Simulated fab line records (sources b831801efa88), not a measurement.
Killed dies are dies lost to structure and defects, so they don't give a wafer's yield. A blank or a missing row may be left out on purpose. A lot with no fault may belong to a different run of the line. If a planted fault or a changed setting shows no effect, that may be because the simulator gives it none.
Chamber matching + flow gf180mcu + cmp-02 running GF_V1_CMP_04: 4 sister chambers
The step polishes SiO2. 16 wafers are shown with their chamber, then 8 later ones without.

== WAFERS PAIRED WITH THEIR CHAMBERS ==
| wafer  | chamber | motorCurrentA (A) | timeToEndpointS (s) |
|--------|---------|-------------------|---------------------|
| L914.2 | 3       | 12.2              | 96                  |
| L914.5 | 2       | 12.5              | 94                  |
| L914.6 | 3       | 11.8              | 94                  |
| L915.2 | 3       | 11.6              | 92                  |
| L915.4 | 2       | 12.4              | 105                 |
| L915.6 | 1       | 12.5              | 97                  |
| L927.1 | 2       | 13.0              | 87                  |
| L927.5 | 0       | 11.3              | 98                  |
| L927.6 | 3       | 12.1              | 85                  |
| L932.1 | 1       | 13.3              | 86                  |
| L932.3 | 3       | 11.8              | 78                  |
| L932.4 | 0       | 10.2              | 80                  |
| L934.3 | 2       | 13.1              | 83                  |
| L934.5 | 1       | 12.7              | 82                  |
| L934.6 | 2       | 12.8              | 91                  |
| L935.1 | 3       | 12.5              | 74                  |

SIGNATURES (means of the wafers above)
| reading         | chamber 0 | chamber 1 | chamber 2 | chamber 3 | scatter within a chamber |
|-----------------|-----------|-----------|-----------|-----------|--------------------------|
| motorCurrentA   | 10.750    | 12.833    | 12.760    | 12.000    | 0.394                    |
| timeToEndpointS | 89.00     | 88.33     | 92.00     | 86.50     | 8.99                     |
Rule: distance of a wafer from a chamber = root of the sum over the readings of ((wafer's reading minus chamber's mean) / reading's scatter) squared. The wafer belongs to the nearest chamber; if the next one is less than 2 further off, it can't be placed. The scatter is the square root of a quotient: the sum, over the shown wafers, of each reading's squared deviation from its chamber's mean, divided by wafers minus chambers.

== WAFERS WITH NO CHAMBER GIVEN ==
| wafer  | motorCurrentA (A) | timeToEndpointS (s) |
|--------|-------------------|---------------------|
| L935.2 | 10.7              | 85                  |
| L935.3 | 13.4              | 80                  |
| L936.1 | 11.1              | 86                  |
| L936.2 | 12.0              | 89                  |
| L936.5 | 13.8              | 84                  |
| L937.2 | 12.4              | 81                  |
| L937.3 | 13.0              | 84                  |
| L937.5 | 13.3              | 82                  |

== THE CHAMBER EACH PASSED THROUGH ==
| wafer  | from the rows above          | in truth |
|--------|------------------------------|----------|
| L935.2 | 0                            | 0        |
| L935.3 | can't be placed: 1 or 2 or 3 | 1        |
| L936.1 | can't be placed: 0 or 3      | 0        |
| L936.2 | can't be placed: 3 or 2 or 1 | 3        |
| L936.5 | can't be placed: 1 or 2      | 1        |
| L937.2 | can't be placed: 3 or 1 or 2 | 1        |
| L937.3 | can't be placed: 1 or 2 or 3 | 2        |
| L937.5 | can't be placed: 1 or 2 or 3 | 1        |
Placed correctly: 1 of 8. Not placeable from these rows: 7 (in 7, the candidates include the true chamber). Number placed wrongly: 0.
